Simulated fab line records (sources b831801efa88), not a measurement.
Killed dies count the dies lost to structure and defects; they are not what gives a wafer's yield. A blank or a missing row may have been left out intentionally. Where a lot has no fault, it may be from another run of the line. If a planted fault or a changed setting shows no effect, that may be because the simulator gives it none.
fab line records	flow sky130
record: lots: 11	wafers: 33	lastDay: 48
route steps=708 shown METAL3@536 VIA3@573 PAD_OPEN@708
lots that met no fault: taken from a fault-free run of the same line
startH: start of the lot's first displayed wafer, in hours after the record's first day	waitH: hours since the lot's step before	" repeats the value in the row above	L1.1+2: a row that stands for several wafers	- either no value or no given start	* or withheld: withheld	< > ~ a bound
route shown NAME@n: NAME is a module with steps in the file, n the number in the route of the first one	usual: the fault-free wafers' mean and standard deviation	same: alike in all rows	chamber/n: place in a boat	sites: readings site by site	_std_site: the standard deviation of these	_edge_site: the outer-site mean with the inner-site mean subtracted	radiusMm: how far each site lies from the wafer's centre	mask NAME#n: copy n	behind: tool/chamber where the wafer was last shaped	hold: why the lot went on hold/how many hours it stayed there/how the hold came to an end	device: names the non-switching transistor (n, p or np)	end of line: the route-end tests of the same wafers	a step without rows: its recipe alone	killed: not the wafer's yield, but the dies lost to structure and defects at the first sort	map: per-die view of a wafer (x killed, . not killed, _ where there is no die)
set.NAME: setting as actually run; set.NAME@STEP: the setting as run at that earlier step	model.NAME: the simulator's own value behind a step, which no gauge read
the route's steps for a sample of lots (tables are steps, rows are wafers)
services: from which hour (startH, from the record's first day; less than 0 if before it) a tool's chamber was out of use, for how many hours, and why
== steps ==
step: SKY_METAL3_SPUTTER_04
recipe: material: TiN	targetThkNm: 70	powerW: 6500	timeS: 58.3	chamberPressurePa: 0.4
usual: throttleValvePct: 29.9/0.66
lot.wafer	tool	chamber	startH	waitH	throttleValvePct
L587.1	pvdSputter-02	-	846.96	0.0	30.6
L587.3	"	-	"	"	29.8
L587.5	"	-	"	"	29.0
L589.2	pvdSputter-03	-	856.56	0.0	31.1
L589.5	"	-	"	"	31.2
L589.6	"	-	"	"	29.2
L590.1	pvdSputter-02	-	861.98	0.0	29.2
L590.4	"	-	"	"	30.5
L590.5	"	-	"	"	28.9
L591.1	pvdSputter-02	-	879.36	0.0	29.6
L591.2	"	-	"	"	29.2
L591.3	"	-	"	"	30.7
L592.2	pvdSputter-02	-	882.53	0.0	29.0
L592.5	"	-	"	"	28.9
L592.6	"	-	"	"	29.4
L593.2	pvdSputter-02	-	887.99	0.0	30.4
L593.3	"	-	"	"	29.4
L593.5	"	-	"	"	29.7
L597.3	pvdSputter-03	-	923.57	0.0	31.2
L597.5	"	-	"	"	31.1
L597.6	"	-	"	"	29.8
L598.1	pvdSputter-02	-	931.61	0.0	29.7
L598.2	"	-	"	"	30.5
L598.3	"	-	"	"	29.1
L599.3	pvdSputter-02	-	935.05	0.0	29.1
L599.5	"	-	"	"	29.1
L599.6	"	-	"	"	29.1
L601.2	pvdSputter-03	-	948.89	0.0	31.0
L601.3	"	-	"	"	29.9
L601.6	"	-	"	"	29.9
L602.2	pvdSputter-04	-	950.43	0.0	30.3
L602.4	"	-	"	"	30.5
L602.5	"	-	"	"	30.8
step: SKY_METAL3_STRIP_19
recipe: chemistry: O2/N2	powerW: 1400	pressureMtorr: 1500	platenTempC: withheld	o2FlowSccm: 3000	n2FlowSccm: 300	overashFraction: 0.5
usual: drypumpMotorCurrentA: 5.78/0.12	oesProductAu: 0.502/0.0053	stripTimeToEndpointS: 6.52/0.068
same: overashFraction: 0.5
lot.wafer	tool	chamber	startH	waitH	drypumpMotorCurrentA	oesProductAu	rfHoursCounterH	stripTimeToEndpointS
L587.1	plasmaAsher-01	1	898.93	0.1	5.72	0.500	44	6.56
L587.3	"	1	"	"	5.71	0.501	-	6.54
L587.5	"	1	"	"	5.68	0.509	-	6.54
L589.2	plasmaAsher-01	1	908.26	0.1	5.69	0.511	44	6.59
L589.5	"	1	"	"	5.69	0.503	-	6.60
L589.6	"	0	"	"	5.61	0.500	-	6.58
L590.1	plasmaAsher-04	0	914.01	0.1	5.93	0.506	78	6.65
L590.4	"	1	"	"	5.93	0.500	-	6.64
L590.5	"	0	"	"	5.91	0.497	-	6.64
L591.1	plasmaAsher-02	1	931.48	0.3	5.90	0.496	18	6.56
L591.2	"	0	"	"	5.67	0.502	18	6.59
L591.3	"	1	"	"	5.88	0.509	-	6.53
L592.2	plasmaAsher-01	0	934.63	0.1	5.62	0.501	47	6.50
L592.5	"	0	"	"	5.64	0.512	-	6.55
L592.6	"	1	"	"	5.72	0.493	-	6.37
L593.2	plasmaAsher-01	1	939.13	0.1	5.74	0.510	47	6.55
L593.3	"	0	"	"	5.61	0.514	-	6.65
L593.5	"	1	"	"	5.74	0.501	-	6.58
L597.3	plasmaAsher-02	0	973.41	0.1	5.69	0.502	-	6.53
L597.5	"	0	"	"	5.70	0.493	-	6.46
L597.6	"	1	"	"	5.88	0.501	-	6.46
L598.1	plasmaAsher-02	0	981.96	0.1	5.66	0.500	23	6.37
L598.2	"	1	"	"	5.90	0.492	23	6.35
L598.3	"	0	"	"	5.70	0.503	-	6.34
L599.3	plasmaAsher-02	0	984.74	0.2	5.68	0.500	-	6.42
L599.5	"	0	"	"	5.67	0.502	-	6.49
L599.6	"	1	"	"	5.92	0.503	-	6.45
L601.2	plasmaAsher-02	1	997.86	0.1	5.88	0.507	25	6.45
L601.3	"	1	"	"	5.89	0.494	-	6.48
L601.6	"	0	"	"	5.69	0.503	-	6.46
L602.2	plasmaAsher-04	0	999.91	0.2	5.93	0.488	87	6.46
L602.4	"	0	"	"	5.91	0.502	-	6.45
L602.5	"	1	"	"	5.90	0.500	-	6.47
step: SKY_VIA3_HDPCVD_00
recipe: material: SiO2	targetThkNm: 1635	sigmaOpenFrac: 0.3	timeS: 272.5	tempC: 400	sih4FlowSccm: 60	pressureMtorr: 6
usual: runLengthS: 300.3/0.63	sih4FlowSccm: 59.98/0.16
lot.wafer	tool	chamber	startH	waitH	runLengthS	sih4FlowSccm
L587.1	hdpcvd-02	0	899.54	0.0	301.7	60.16
L587.3	"	2	"	"	300.8	59.84
L587.5	"	0	"	"	301.2	59.80
L589.2	hdpcvd-01	1	908.85	0.0	300.0	59.90
L589.5	"	1	"	"	299.8	59.98
L589.6	"	0	"	"	299.6	60.14
L590.1	hdpcvd-01	1	914.60	0.0	300.0	59.99
L590.4	"	2	"	"	300.2	60.04
L590.5	"	1	"	"	300.3	60.21
L591.1	hdpcvd-01	2	932.07	0.0	299.6	59.95
L591.2	"	0	"	"	299.6	59.92
L591.3	"	1	"	"	299.5	60.07
L592.2	hdpcvd-01	0	935.22	0.0	299.2	60.08
L592.5	"	2	"	"	299.7	59.94
L592.6	"	0	"	"	299.3	59.90
L593.2	hdpcvd-01	1	939.72	0.0	300.6	60.33
L593.3	"	2	"	"	299.9	59.83
L593.5	"	2	"	"	299.5	59.69
L597.3	hdpcvd-02	1	974.01	0.0	300.3	59.98
L597.5	"	0	"	"	301.0	59.53
L597.6	"	2	"	"	301.5	59.86
L598.1	hdpcvd-01	0	982.59	0.0	299.1	59.87
L598.2	"	1	"	"	299.6	59.89
L598.3	"	2	"	"	299.9	60.08
L599.3	hdpcvd-01	0	985.30	0.0	299.4	60.19
L599.5	"	0	"	"	299.1	60.13
L599.6	"	2	"	"	299.4	59.87
L601.2	hdpcvd-01	0	998.97	0.0	309.7	60.19
L601.3	"	1	"	"	310.1	59.87
L601.6	"	1	"	"	310.7	59.69
L602.2	hdpcvd-01	2	1000.57	0.0	310.1	60.03
L602.4	"	2	"	"	310.7	60.26
L602.5	"	0	"	"	309.8	60.01
step: SKY_VIA3_THK_MEAS_01
recipe: reads: SiO2_of_VIA3_HDPCVD_00
usual: VIA3_HDPCVD_THK: 1643/18
lot.wafer	tool	chamber	startH	waitH	VIA3_HDPCVD_THK[nm]
L587.1	filmMetro-01	-	899.71	0.1	1611
L587.3	"	-	"	"	1611
L587.5	"	-	"	"	1610
L589.2	filmMetro-01	-	909.03	0.1	1651
L589.5	"	-	"	"	1624
L589.6	"	-	"	"	1644
L590.1	filmMetro-01	-	914.77	0.1	1624
L590.4	"	-	"	"	1630
L590.5	"	-	"	"	1606
L591.1	filmMetro-03	-	932.24	0.1	1630
L591.2	"	-	"	"	1632
L591.3	"	-	"	"	1621
L592.2	filmMetro-03	-	935.40	0.1	1658
L592.5	"	-	"	"	1652
L592.6	"	-	"	"	1643
L593.2	filmMetro-02	-	939.90	0.1	1657
L593.3	"	-	"	"	1644
L593.5	"	-	"	"	1637
L597.3	filmMetro-01	-	974.20	0.1	1655
L597.5	"	-	"	"	1640
L597.6	"	-	"	"	1638
L598.1	filmMetro-01	-	982.76	0.1	1640
L598.2	"	-	"	"	1649
L598.3	"	-	"	"	1641
L599.3	filmMetro-01	-	985.49	0.1	1656
L599.5	"	-	"	"	1665
L599.6	"	-	"	"	1667
L601.2	filmMetro-01	-	999.14	0.1	1716
L601.3	"	-	"	"	1722
L601.6	"	-	"	"	1744
L602.2	filmMetro-03	-	1000.75	0.1	1709
L602.4	"	-	"	"	1716
L602.5	"	-	"	"	1703
step: SKY_VIA3_ETCH_15
recipe: target: SiO2	chemistry: C4F8/O2/Ar	targetDepthNm: 507	stopOn: TiN	maskMaterial: KrF-thick	sourceW: 1500	biasW: 1200	pressureMtorr: 40	c4f8FlowSccm: withheld	O2_flow_sccm: 6	Ar_flow_sccm: 300	timeS: 78
usual: oesProductAu: 0.945/0.005
lot.wafer	tool	chamber	startH	waitH	oesProductAu	rfHoursCounterH
L587.1	rieDiel-04	3	925.66	0.0	0.951	5
L587.3	"	0	"	"	0.953	10
L587.5	"	3	"	"	0.953	-
L589.2	rieDiel-04	0	934.57	0.0	0.939	11
L589.5	"	3	"	"	0.943	-
L589.6	"	0	"	"	0.947	-
L590.1	rieDiel-04	1	940.05	0.0	0.940	7
L590.4	"	3	"	"	0.944	6
L590.5	"	0	"	"	0.944	-
L591.1	rieDiel-02	2	958.11	0.0	0.950	20
L591.2	"	0	"	"	0.943	14
L591.3	"	3	"	"	0.952	22
L592.2	rieDiel-04	3	960.36	0.0	0.945	6
L592.5	"	3	"	"	0.944	-
L592.6	"	0	"	"	0.954	-
L593.2	rieDiel-01	1	964.76	0.0	0.949	15
L593.3	"	0	"	"	0.958	20
L593.5	"	1	"	"	0.950	-
L597.3	rieDiel-02	2	998.30	0.0	0.947	22
L597.5	"	3	"	"	0.943	-
L597.6	"	2	"	"	0.938	-
L598.1	rieDiel-04	2	1007.16	0.0	0.931	16
L598.2	"	1	"	"	0.938	8
L598.3	"	3	"	"	0.946	8
L599.3	rieDiel-04	1	1009.16	0.0	0.944	8
L599.5	"	3	"	"	0.953	-
L599.6	"	2	"	"	0.942	-
L601.2	rieDiel-02	0	1022.17	0.0	0.945	16
L601.3	"	3	"	"	0.941	25
L601.6	"	1	"	"	0.946	-
L602.2	rieDiel-04	2	1024.07	0.0	0.941	16
L602.4	"	3	"	"	0.950	9
L602.5	"	1	"	"	0.947	-
step: SKY_PAD_OPEN_PROBE_99
usual: defectLimitedYield: 82.5/2.1	killed_at_M0_to_M3: 43/7.7	killed_at_M4_up: 2.9/1.9	killedAtContacts: 24/5.9	killedAtFrontEnd: 16/5.1	killedAtOther: 0.3/0.63	killedDies: 86/10	killedOpen: 47/7.6	killedShort: 39/6.8	sort_bin_3_pad_short: 0.8/0.44	sort_bin_5_function: 10.4/1.6	sort_bin_6_memory: 6.3/1.1	sortNPass: 406/10	sortYieldPct: 82.5/2.1
same: grossDies: 492	killedAtBackSide: 0	sort_bin_4_leakage[%]: 0	sort_bin_8_speed[%]: 0
lot.wafer	tool	chamber	startH	waitH	defectLimitedYield[%]	killed_at_M0_to_M3	killed_at_M4_up	killedAtContacts	killedAtFrontEnd	killedAtOther	killedDies	killedOpen	killedShort	sort_bin_3_pad_short[%]	sort_bin_5_function[%]	sort_bin_6_memory[%]	sortNPass	sortYieldPct[%]
L602.2	prober-02	-	1155.38	0.1	82.9	37	1	37	9	0	84	41	42	0.2	10.6	6.3	408	82.9
L602.4	prober-02	-	1155.48	0.2	83.9	35	3	27	14	0	79	38	41	0.8	10.0	5.3	413	83.9
L602.5	prober-02	-	1155.53	0.2	81.7	52	1	22	15	0	90	45	45	1.8	10.4	6.1	402	81.7
killed by level:class
L602.2 CONTACT:geometricParticle:short=10 LI_CONTACT:geometricParticle:open=9 CONTACT:geometricParticle:open=8 VIA1:geometricParticle:open=8 VIA3:geometricParticle:open=6 LOCAL_INTERCONNECT:geometricParticle:short=6 METAL1:geometricParticle:short=5 VIA2:geometricParticle:open=5
L602.4 LI_CONTACT:geometricParticle:open=10 CONTACT:geometricParticle:open=7 METAL2:geometricParticle:short=7 VIA1:geometricParticle:open=6 VIA3:geometricParticle:short=5 FIELD_ISO:geometricParticle:short=4 POLY_GATE:geometricParticle:open=3 LI_CONTACT:geometricParticle:short=3
L602.5 CONTACT:geometricParticle:open=9 VIA1:geometricParticle:open=9 METAL2:geometricParticle:short=8 VIA2:geometricParticle:open=7 METAL1:geometricParticle:short=6 VIA1:geometricParticle:short=6 CONTACT:geometricParticle:short=5 POLY_GATE:geometricParticle:open=4
== services ==
tool	chamber	startH	hours	kind
rieDiel-02	-	827.03	2.8	pm
rieDiel-01	-	834.33	14.6	pm
rieDiel-02	1	852.92	15.3	repair
plasmaAsher-01	-	868.92	4.0	repair
plasmaAsher-01	-	873.64	1.2	repair
plasmaAsher-02	-	882.94	11.7	repair
rieDiel-01	2	884.37	3.4	repair
pvdSputter-03	-	887.45	2.3	repair
plasmaAsher-02	-	892.36	1.6	repair
plasmaAsher-01	-	901.61	2.8	pm
pvdSputter-02	-	904.63	8.7	repair
plasmaAsher-04	-	908.12	2.8	pm
hdpcvd-02	-	926.86	4.2	repair
rieDiel-02	1	942.26	4.1	repair
rieDiel-04	1	949.37	11.5	repair
hdpcvd-01	-	950.25	15.0	pm
pvdSputter-04	-	953.86	1.9	repair
plasmaAsher-01	-	959.48	1.9	repair
hdpcvd-01	-	979.30	2.8	pm
rieDiel-02	0	981.83	18.1	repair
hdpcvd-01	-	983.31	0.7	repair
rieDiel-02	-	992.20	0.8	repair
plasmaAsher-04	-	1002.08	1.7	repair
plasmaAsher-04	-	1003.76	15.6	pm
== key ==
firstSign: step: SKY_VIA3_HDPCVD_00	reading: runLengthS	direction: up	sigmas: 16	usual: *	struck: *
effect: step: SKY_VIA3_THK_MEAS_01	reading: VIA3_HDPCVD_THK	direction: up	sigmas: 4.3	usual: 1643	struck: 1718
metAt SKY_VIA3_HDPCVD_00
struckLots L601,L602
notActingAt SKY_METAL3_SPUTTER_04,SKY_METAL3_STRIP_19,SKY_VIA3_ETCH_15
onsetBetween 985.30 998.97
fault: kind: processParameterDrift	tool: hdpcvd-01	chamber: -	onsetH: 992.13	steps: SKY_VIA3_HDPCVD_00	channel: timeS	offset: *	shape: step	endH: 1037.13	actsIn: *	stated: *
